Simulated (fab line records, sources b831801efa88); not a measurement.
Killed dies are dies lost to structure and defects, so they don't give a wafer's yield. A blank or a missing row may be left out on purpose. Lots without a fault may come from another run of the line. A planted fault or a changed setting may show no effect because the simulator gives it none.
Which tool did it? | flow sky130 | 13 lots, 39 wafers sampled, at 4 steps of a route of 708

WHAT THE GAUGES READ, wafer by wafer
SKY_POLY_GATE_CD_MEAS_13: target cd 150 nm. Usual: cd_nm 150.5 nm, standard deviation 1.4.
lot  | measured     | on        | cd_nm (nm)        | flag
L252 | day 17 23:07 | cd_sem-01 | 150.8 149.3 150.6 |
L253 | day 18 06:35 | cd_sem-01 | 149.7 149.8 151.5 |
L254 | day 19 01:31 | cd_sem-01 | 149.7 150.4 150.9 |
L255 | day 19 09:31 | cd_sem-01 | 154.1 152.5 151.7 |
L256 | day 19 19:29 | cd_sem-01 | 149.3 150.1 150.3 |
L257 | day 19 20:14 | cd_sem-02 | 149.6 148.4 149.9 |
L258 | day 20 04:46 | cd_sem-02 | 149.0 151.5 149.3 |
L261 | day 21 03:28 | cd_sem-01 | 151.5 149.9 151.2 |
L262 | day 21 13:41 | cd_sem-02 | 149.4 149.7 149.5 |
L265 | day 22 03:35 | cd_sem-01 | 151.3 152.4 151.3 |
L269 | day 23 13:50 | cd_sem-02 | 152.7 152.5 152.3 |
L271 | day 24 00:37 | cd_sem-01 | 148.9 150.7 150.7 |
L272 | day 24 03:38 | cd_sem-01 | 150.6 150.8 150.3 |

SKY_POLY_GATE_CD_MEAS_22. Usual: cd_nm 152.1 nm, standard deviation 2.
lot  | measured     | on        | cd_nm (nm)        | flag
L252 | day 18 00:58 | cd_sem-02 | 154.0 148.0 152.9 |
L253 | day 18 08:27 | cd_sem-02 | 153.3 151.6 154.5 |
L254 | day 19 03:22 | cd_sem-02 | 148.5 151.5 152.1 |
L255 | day 19 11:22 | cd_sem-02 | 155.5 153.5 156.0 |
L256 | day 19 22:36 | cd_sem-02 | 151.6 152.6 153.1 |
L257 | day 19 22:37 | cd_sem-01 | 149.1 148.0 149.2 |
L258 | day 20 06:37 | cd_sem-02 | 149.6 154.0 154.3 |
L261 | day 21 05:20 | cd_sem-02 | 154.6 153.7 152.9 |
L262 | day 21 15:33 | cd_sem-01 | 153.7 153.6 151.5 |
L265 | day 22 05:27 | cd_sem-01 | 151.2 151.4 151.9 |
L269 | day 23 15:45 | cd_sem-01 | 155.7 154.0 154.2 |
L271 | day 24 02:28 | cd_sem-01 | 150.1 150.4 151.3 |
L272 | day 24 05:41 | cd_sem-02 | 151.9 150.2 152.9 |

WHICH TOOL RAN EACH LOT (tool, then ch and the chambers of the sampled wafers, then the start)
lot  | SKY_FIELD_ISO_WET_ETCH_18      | SKY_POLY_GATE_STRIP_18
L252 | wet_bench-01 ch 3, day 2 16:38 | plasma_asher-04 ch 0,1, day 17 23:29
L253 | wet_bench-01 ch 2, day 2 23:38 | plasma_asher-04 ch 0,1, day 18 06:58
L254 | wet_bench-01 ch 1, day 3 07:31 | plasma_asher-01 ch 0,1, day 19 01:55
L255 | wet_bench-01 ch 2, day 3 11:08 | plasma_asher-01 ch 0,1, day 19 09:55
L256 | wet_bench-01 ch 0, day 3 13:31 | plasma_asher-04 ch 0,1, day 19 19:53
L257 | wet_bench-03 ch 1, day 3 20:04 | plasma_asher-01 ch 0,1, day 19 20:38
L258 | wet_bench-04 ch 2, day 4 00:35 | plasma_asher-01 ch 0,1, day 20 05:10
L261 | wet_bench-04 ch 3, day 4 18:59 | plasma_asher-04 ch 0,1, day 21 03:50
L262 | wet_bench-01 ch 2, day 4 22:55 | plasma_asher-04 ch 0,1, day 21 14:02
L265 | wet_bench-04 ch 3, day 5 12:56 | plasma_asher-04 ch 0,1, day 22 03:58
L269 | wet_bench-04 ch 2, day 6 11:02 | plasma_asher-01 ch 0,1, day 23 14:14
L271 | wet_bench-03 ch 1, day 6 20:07 | plasma_asher-01 ch 0,1, day 24 00:59
L272 | wet_bench-04 ch 0, day 7 01:26 | plasma_asher-04 ch 0,1, day 24 04:02
- SKY_FIELD_ISO_WET_ETCH_18: etches Si3N4 in H3PO4, target depth 25 nm, time 286 s.
- SKY_POLY_GATE_STRIP_18: strips in O2/N2.

WHAT THE TOOLS THEMSELVES READ (means of the sampled wafers that have a number; where no wafer has one, the mark that the record gives instead)
SKY_FIELD_ISO_WET_ETCH_18. Usual: run_length_s 313.3 s, standard deviation 2.7.
lot  | tool         | run_length_s (s) | flag
L252 | wet_bench-01 | 311.2            |
L253 | wet_bench-01 | 312.2            |
L254 | wet_bench-01 | 312.4            |
L255 | wet_bench-01 | 313.8            |
L256 | wet_bench-01 | 313.4            |
L257 | wet_bench-03 | 311.8            |
L258 | wet_bench-04 | 312.1            |
L261 | wet_bench-04 | 313.1            |
L262 | wet_bench-01 | 312.7            |
L265 | wet_bench-04 | 319.9            |
L269 | wet_bench-04 | 488.1            | OFF
L271 | wet_bench-03 | 311.9            |
L272 | wet_bench-04 | 488.5            | OFF

SKY_POLY_GATE_STRIP_18. Usual: drypump_motor_current_A 5.5 A, standard deviation 0.35; oes_product_au 0.360 a.u., standard deviation 0.0047; strip_time_to_endpoint_s 3.17 s, standard deviation 0.039.
lot  | tool            | drypump_motor_current_A (A) | oes_product_au (a.u.) | strip_time_to_endpoint_s (s) | flag
L252 | plasma_asher-04 | 5.9                         | 0.361                 | 3.18                         |
L253 | plasma_asher-04 | 5.9                         | 0.360                 | 3.14                         |
L254 | plasma_asher-01 | 5.2                         | 0.365                 | 3.15                         |
L255 | plasma_asher-01 | 5.2                         | 0.358                 | 3.12                         |
L256 | plasma_asher-04 | 5.9                         | 0.362                 | 3.14                         |
L257 | plasma_asher-01 | 5.2                         | 0.360                 | 3.17                         |
L258 | plasma_asher-01 | 5.2                         | 0.355                 | 3.13                         |
L261 | plasma_asher-04 | 5.9                         | 0.360                 | 3.17                         |
L262 | plasma_asher-04 | 5.9                         | 0.363                 | 3.19                         |
L265 | plasma_asher-04 | 5.9                         | 0.356                 | 3.10                         |
L269 | plasma_asher-01 | 5.2                         | 0.361                 | 3.16                         |
L271 | plasma_asher-01 | 5.2                         | 0.357                 | 3.13                         |
L272 | plasma_asher-04 | 5.9                         | 0.363                 | 3.19                         |

THE ANSWER, worked out from the rows above alone
Rule: a lot is off if the mean of its wafers that have a number lies more than 3 standard deviations from the usual mean. A lot without any number at a reading at which 4 lots or more have one is off too. The other lots that the step has rows for count as sound. The gauges are gone through in route order, then the tools' own readings, and for those a lot's mean is taken as printed above. The first step at which some lot is off is used, and at that step the reading that is off furthest; a lot without a number counts as furthest.
Off: L269, L272, at SKY_FIELD_ISO_WET_ETCH_18 (run_length_s).
A tool fits if, at that step or a process step before it, it ran every lot that is off, and no sound lot after the first of them. One fits: wet_bench-04 at SKY_FIELD_ISO_WET_ETCH_18. Its last sound lot is L265 (day 5 12:56), its first lot that is off L269 (day 6 11:02): a fault that began between those two fits.
The tool's own readings at SKY_FIELD_ISO_WET_ETCH_18 bear it out: on the lots that are off they differ by more than 5 times the standard deviation of the sound lots' means. run_length_s reads 488.3 s there against 313.1 s on the sound lots.

WHAT THE SIMULATOR HAD PUT IN
Process parameter drift: wet_bench-04, from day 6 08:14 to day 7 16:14, at SKY_FIELD_ISO_WET_ETCH_18. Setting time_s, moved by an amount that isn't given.
Lots struck among those shown: L269, L272. The rule above found the same.
